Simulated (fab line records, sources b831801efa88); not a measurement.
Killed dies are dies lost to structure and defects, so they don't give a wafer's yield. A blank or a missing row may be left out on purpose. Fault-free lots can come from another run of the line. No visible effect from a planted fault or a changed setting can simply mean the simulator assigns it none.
fab line records ; flow sky130
[record] lots = 5; wafers = 15; lastDay = 50
route steps=708 shown VIA2@510
lots that met no fault: taken from a fault-free run of the same line
startH: start of the lot's first displayed wafer, in hours after the record's first day ; waitH: hours elapsed since this lot's preceding step ; " unchanged from the row above ; L1.1+2: a single row standing in for several wafers ; - no value present, or no start provided ; * or withheld: withheld ; < > ~ a bound
route shown NAME@n: NAME is a module with steps in the file, n the number in the route of the first one ; usual: mean and standard deviation over wafers with no fault ; same: alike in all rows ; chamber/n: place in a boat ; sites: the reading at each site ; _std_site: standard deviation across them ; _edge_site: the outer-site mean with the inner-site mean subtracted ; radiusMm: how far each site lies from the wafer's centre ; mask NAME#n: copy n ; behind: the last tool/chamber to shape the wafer ; hold: reason for holding the lot/hours on hold/outcome of the hold ; device: the n, p or np transistor that did not switch ; end of line: the same wafers' tests at the end of the route ; where a step has no rows: the recipe by itself ; killed: at the first sort, the dies lost to defects and structure; wafer yield is something else ; map: the dies of a wafer, with x for killed, . for not killed, _ for no die there
set.NAME: the setting that was run; set.NAME@STEP: the one run at that earlier step ; model.NAME: the simulator's own value behind a step, which no gauge read
a table for each step, a row for each wafer; lots at some steps of the route
services: from which hour (startH, from the record's first day; less than 0 if before it) a tool's chamber was out of use, for how many hours, and why
[[steps]]
[step SKY_VIA2_BOW_MEAS_03]
[recipe] mode = bow
[usual] VIA2_BOW = 87/7.6
lot.wafer;tool;chamber;startH;waitH;VIA2_BOW[um]
L737.3;filmMetro-01;-;871.83;0.2;77
L737.4;filmMetro-01;-;871.83;0.2;71
L737.6;filmMetro-01;-;871.83;0.2;74
L742.1;filmMetro-01;-;905.98;0.2;88
L742.2;filmMetro-01;-;905.98;0.2;100
L742.6;filmMetro-01;-;905.98;0.2;89
L749.1;filmMetro-04;-;958.49;0.2;87
L749.3;filmMetro-04;-;958.49;0.2;81
L749.6;filmMetro-04;-;958.49;0.2;96
L751.2;filmMetro-04;-;972.94;0.3;84
L751.3;filmMetro-04;-;972.94;0.3;89
L751.4;filmMetro-04;-;972.94;0.3;96
L753.1;filmMetro-01;-;985.17;0.2;88
L753.2;filmMetro-01;-;985.17;0.2;85
L753.6;filmMetro-01;-;985.17;0.2;95
[step SKY_VIA2_DEHYDRATE_04]
[recipe] tempC = 200; timeS = 60
[step SKY_VIA2_HMDS_05]
[recipe] primeTimeS = 60; primeTempC = 120
[step SKY_VIA2_COAT_06]
[recipe] resist = BARC; tempC = withheld; timeS = withheld; spinRpm = 3000; resistThkNm = 60
[step SKY_VIA2_COAT_07]
[recipe] resist = KrF-thick; spinRpm = 3000; resistThkNm = 450
[step SKY_VIA2_SOFTBAKE_08]
[recipe] tempC = 100; timeS = 90; resist = KrF-thick
[step SKY_VIA2_EXPOSE_09]
[recipe] maskId = VIM2; na = 0.8; sourceShape = annular; sigmaInner = 0.55; sigmaOuter = 0.85; targetCdNm = 200; doseMj = 38
[step SKY_VIA2_PEB_10]
[recipe] pebTempC = withheld; pebTimeS = withheld; resist = KrF-thick
[step SKY_VIA2_DEVELOP_11]
[recipe] developTimeS = 60; resist = KrF-thick; devTempC = 21
[step SKY_VIA2_CD_MEAS_12]
[recipe] targetCdNm = 200
[usual] cdNm = 199.6/1.4
lot.wafer;tool;chamber;startH;waitH;cdNm
L737.3;cdSem-01;-;897.96;-;202.1
L737.4;cdSem-01;-;897.96;-;201.2
L737.6;cdSem-01;-;897.96;-;201.8
L742.1;cdSem-02;-;930.62;-;197.9
L742.2;cdSem-02;-;930.62;-;198.2
L742.6;cdSem-02;-;930.62;-;197.0
L749.1;cdSem-02;-;982.40;-;199.1
L749.3;cdSem-02;-;982.40;-;197.9
L749.6;cdSem-02;-;982.40;-;199.1
L751.2;cdSem-02;-;996.00;-;201.2
L751.3;cdSem-02;-;996.00;-;202.1
L751.4;cdSem-02;-;996.00;-;202.4
L753.1;cdSem-01;-;1008.42;-;201.8
L753.2;cdSem-01;-;1008.42;-;201.7
L753.6;cdSem-01;-;1008.42;-;201.1
[step SKY_VIA2_OVL_MEAS_13]
[usual] VIA2_OVL = 4/5.4
lot.wafer;tool;chamber;startH;waitH;VIA2_OVL[nm]
L737.3;overlay-01;-;898.05;0.1;3
L737.4;overlay-01;-;898.05;0.1;2
L737.6;overlay-01;-;898.05;0.1;5
L742.1;overlay-02;-;930.74;0.1;-2
L742.2;overlay-02;-;930.74;0.1;-7
L742.6;overlay-02;-;930.74;0.1;1
L749.1;overlay-01;-;982.52;0.1;7
L749.3;overlay-01;-;982.52;0.1;2
L749.6;overlay-01;-;982.52;0.1;-2
L751.2;overlay-01;-;996.11;0.1;-4
L751.3;overlay-01;-;996.11;0.1;1
L751.4;overlay-01;-;996.11;0.1;4
L753.1;overlay-01;-;1008.54;0.1;5
L753.2;overlay-01;-;1008.54;0.1;-3
L753.6;overlay-01;-;1008.54;0.1;0
[step SKY_VIA2_ETCH_14]
[recipe] chemistry = N2/H2; target = BARC; ionEnergyEv = 200; sourceW = 500; biasW = 100; pressureMtorr = 30; n2FlowSccm = 100; h2FlowSccm = 200; stopOn = SiO2; timeS = 45.9; targetDepthA = 600
[usual] biasW = 99.99/0.29; drypumpMotorCurrentA = 5.6/0.3; oesProductAu = 0.856/0.0045; rfFwdPowerW = 495.5/2; throttleValvePct = 13.224/0.0091
lot.wafer;tool;chamber;startH;waitH;biasW;drypumpMotorCurrentA;oesProductAu;rfFwdPowerW;rfHoursCounterH;throttleValvePct
L737.3;rieDiel-01;0;898.08;0.0;100.37;5.6;0.853;493.3;7;13.240
L737.4;rieDiel-01;2;898.08;0.0;100.54;5.9;0.849;498.6;15;13.218
L737.6;rieDiel-01;3;898.08;0.0;99.97;5.8;0.856;496.1;-;13.227
L742.1;rieDiel-04;2;930.78;0.0;100.05;5.4;0.850;495.4;16;13.229
L742.2;rieDiel-04;0;930.78;0.0;100.03;5.2;0.849;495.4;4;13.227
L742.6;rieDiel-04;3;930.78;0.0;99.91;5.3;0.859;499.1;-;13.225
L749.1;rieDiel-01;3;982.56;0.0;100.14;5.8;0.854;496.7;10;13.216
L749.3;rieDiel-01;0;982.56;0.0;100.35;5.7;0.856;491.1;9;13.231
L749.6;rieDiel-01;0;982.56;0.0;100.07;5.7;0.855;492.6;-;13.214
L751.2;rieDiel-03;1;996.14;0.0;100.09;6.2;0.857;493.9;6;13.233
L751.3;rieDiel-03;0;996.14;0.0;100.08;5.8;0.861;495.4;15;13.231
L751.4;rieDiel-03;2;996.14;0.0;99.72;5.8;0.860;499.9;18;13.243
L753.1;rieDiel-04;1;1008.58;0.0;100.22;5.2;0.859;491.7;0;13.229
L753.2;rieDiel-04;0;1008.58;0.0;100.24;5.2;0.855;492.8;7;13.232
L753.6;rieDiel-04;0;1008.58;0.0;100.40;5.3;0.852;492.5;-;13.234
[step SKY_VIA2_ETCH_15]
[recipe] target = SiO2; chemistry = C4F8/O2/Ar; targetDepthNm = 546; stopOn = TiN; maskMaterial = KrF-thick; sourceW = 1500; biasW = 1200; pressureMtorr = 40; c4f8FlowSccm = withheld; O2_flow_sccm = 6; Ar_flow_sccm = 300; timeS = 84
[usual] biasW = 1200/3.6; oesProductAu = 0.940/0.0046; rfFwdPowerW = 1490/5.4
lot.wafer;tool;chamber;startH;waitH;biasW;oesProductAu;rfFwdPowerW;rfHoursCounterH;model.KrF-thick_of_VIA2_COAT_07.thkNm
L737.3;rieDiel-01;0;898.12;0.0;1200;0.943;1493;7;288.7
L737.4;rieDiel-01;2;898.12;0.0;1197;0.941;1489;15;285.9
L737.6;rieDiel-01;3;898.12;0.0;1199;0.946;1487;-;288.4
L742.1;rieDiel-04;2;930.82;0.0;1201;0.931;1487;16;284.3
L742.2;rieDiel-04;0;930.82;0.0;1205;0.933;1489;4;281.6
L742.6;rieDiel-04;3;930.82;0.0;1049;0.942;1489;-;283.2
L749.1;rieDiel-01;3;982.60;0.0;1202;0.937;1490;10;282.4
L749.3;rieDiel-01;0;982.60;0.0;1205;0.933;1487;9;284
L749.6;rieDiel-01;0;982.60;0.0;1205;0.933;1484;-;283.5
L751.2;rieDiel-03;1;996.18;0.0;1203;0.940;1486;6;284.5
L751.3;rieDiel-03;0;996.18;0.0;1198;0.947;1492;15;284.6
L751.4;rieDiel-03;2;996.18;0.0;1202;0.937;1498;18;284.8
L753.1;rieDiel-04;1;1008.62;0.0;1198;0.940;1489;0;282.4
L753.2;rieDiel-04;0;1008.62;0.0;1200;0.933;1492;7;284.2
L753.6;rieDiel-04;0;1008.62;0.0;1196;0.945;1484;-;284.3
[step SKY_VIA2_STRIP_16]
[recipe] chemistry = O2/N2; powerW = 1400; pressureMtorr = 1500; platenTempC = withheld; o2FlowSccm = 3000; n2FlowSccm = 300; overashFraction = 0.5
[usual] drypumpMotorCurrentA = 6.15/0.19; oesProductAu = 0.399/0.0048; stripTimeToEndpointS = 4.052/0.024
lot.wafer;tool;chamber;startH;waitH;drypumpMotorCurrentA;oesProductAu;rfHoursCounterH;stripTimeToEndpointS
L737.3;plasmaAsher-04;1;898.22;0.1;6.34;0.397;-;4.082
L737.4;plasmaAsher-04;0;898.22;0.1;5.94;0.402;-;4.057
L737.6;plasmaAsher-04;0;898.22;0.1;5.90;0.398;-;4.126
L742.1;plasmaAsher-03;0;930.88;0.0;6.48;0.408;106;4.068
L742.2;plasmaAsher-03;1;930.88;0.0;6.10;0.396;106;4.032
L742.6;plasmaAsher-03;1;930.88;0.0;6.11;0.408;-;4.051
L749.1;plasmaAsher-03;0;982.66;0.0;6.45;0.395;112;4.040
L749.3;plasmaAsher-03;1;982.66;0.0;6.07;0.399;-;4.050
L749.6;plasmaAsher-03;1;982.66;0.0;6.07;0.397;-;4.029
L751.2;plasmaAsher-02;0;996.24;0.0;5.96;0.399;85;4.058
L751.3;plasmaAsher-02;0;996.24;0.0;5.96;0.394;-;4.072
L751.4;plasmaAsher-02;1;996.24;0.0;6.14;0.399;-;4.053
L753.1;plasmaAsher-02;1;1008.68;0.0;6.13;0.391;87;4.047
L753.2;plasmaAsher-02;0;1008.68;0.0;5.96;0.396;87;4.051
L753.6;plasmaAsher-02;0;1008.68;0.0;5.95;0.395;-;4.054
[[services]]
tool;chamber;startH;hours;kind
rieDiel-01;3;874.57;11.6;repair
rieDiel-01;1;886.94;7.8;repair
rieDiel-03;3;897.10;15.2;repair
rieDiel-04;-;924.84;0.1;repair
rieDiel-04;1;961.32;1.2;repair
plasmaAsher-04;-;972.28;5.6;repair
rieDiel-03;2;983.95;9.4;repair
rieDiel-04;1;986.73;-;clean
rieDiel-04;1;986.73;17.0;scheduledDown
rieDiel-04;1;986.73;17.0;ventCycle
rieDiel-04;-;991.37;2.8;pm
rieDiel-01;0;995.68;5.8;repair
[[key]]
[firstSign] step = SKY_VIA2_ETCH_15; reading = biasW; direction = down; sigmas = 42; usual = 1200; struck = 1049
effect none on later readings
[modelEffect] step = SKY_VIA2_ETCH_15; value = KrF-thick_of_VIA2_COAT_07.thkNm; without = 278.5; struck = 283.2
metAt SKY_VIA2_ETCH_15
struckWafers L742.6
[fault] kind = processParameterDrift; tool = rieDiel-04; chamber = 3; onsetH = 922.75; steps = SKY_VIA2_ETCH_15; channel = biasW; offset = -154.44; shape = step; endH = 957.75; actsIn = theseRecipesOnly; stated = 1200
